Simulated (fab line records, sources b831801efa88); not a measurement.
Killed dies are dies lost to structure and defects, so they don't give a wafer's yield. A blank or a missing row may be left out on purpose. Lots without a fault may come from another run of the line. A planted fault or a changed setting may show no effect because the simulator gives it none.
One fault seen from 2 desks | flow sky130 | each desk has only its own numbers; what lay behind them comes last

THE TOOL OWNER'S DESK: rie_metal-03
The tool's own readings at SKY_CAPM_METAL_ETCH_13 (etches TiN in Cl2/BCl3, stops on SiO2, target depth 220 nm, time 62.9 s): means of the sampled wafers that have a number, for each lot that ran on this tool. A lot is out of limits, marked OUT, if its mean lies more than 4 standard deviations from the usual mean; the brackets give that distance.
Columns: A = bias_w at SKY_CAPM_METAL_ETCH_13, usual 48.53 W; B = drypump_motor_current_A at SKY_CAPM_METAL_ETCH_13, usual 5.5 A; C = oes_product_au at SKY_CAPM_METAL_ETCH_13, usual 0.940 a.u.; D = throttle_valve_pct at SKY_CAPM_METAL_ETCH_13, usual 21.902 %
lot  | first seen here | A                | B   | C     | D
L769 | day 37 20:59    | 48.57            | 5.7 | 0.942 | 21.898
L778 | day 40 10:46    | 48.66            | 5.6 | 0.936 | 21.903
L780 | day 41 07:32    | 48.53            | 5.7 | 0.935 | 21.910
L783 | day 42 08:02    | 49.28 (+5.0) OUT | 5.7 | 0.943 | 21.906
L786 | day 42 23:25    | 49.25 (+4.8) OUT | 5.7 | 0.946 | 21.902
This desk's finding: out of limits on L783, L786; first on L783, day 42 08:02 (bias_w at SKY_CAPM_METAL_ETCH_13). In limits: L769, L778, L780.

THE METROLOGY DESK
What the gauges read, lot by lot, whatever tool the lot ran on: means of the sampled wafers that have a number. A lot is out of limits, marked OUT, if its mean lies more than 4 standard deviations from the usual mean; the brackets give that distance.
Columns: A = cd_nm at SKY_METAL3_CD_MEAS_13, usual 300.4 nm
lot  | first seen here | A
L767 | day 38 17:11    | 301.2
L768 | day 38 21:36    | 297.4
L769 | day 38 22:34    | 302.1
L770 | day 39 14:36    | 300.6
L773 | day 40 08:34    | 300.6
L774 | day 40 13:28    | 301.4
L776 | day 41 07:14    | 299.1
L778 | day 41 11:37    | 299.1
L780 | day 42 07:15    | 303.5
L783 | day 43 07:12    | 301.3
L784 | day 43 20:02    | 300.1
L786 | day 43 22:37    | 300.0
This desk's finding: nothing out of limits on any of the 12 lots.

PUT TOGETHER
The tool owner's desk could have raised an alarm at day 42 08:02, on L783, L786.
The metrology desk saw nothing out of limits.
The metrology desk has L783, L786 on record, within its limits.
Of the lots named, all ran SKY_CAPM_METAL_ETCH_13 on rie_metal-03.

WHAT THE SIMULATOR HAD PUT IN
Process parameter drift: rie_metal-03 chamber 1, from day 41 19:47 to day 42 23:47, at SKY_CAPM_METAL_ETCH_13. Setting bias_w, moved by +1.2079, from 48.5. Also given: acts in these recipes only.
Lots struck among those shown: L783, L786.
Hours from the fault's start to each desk's first reading out of limits: the tool owner's desk, 12.
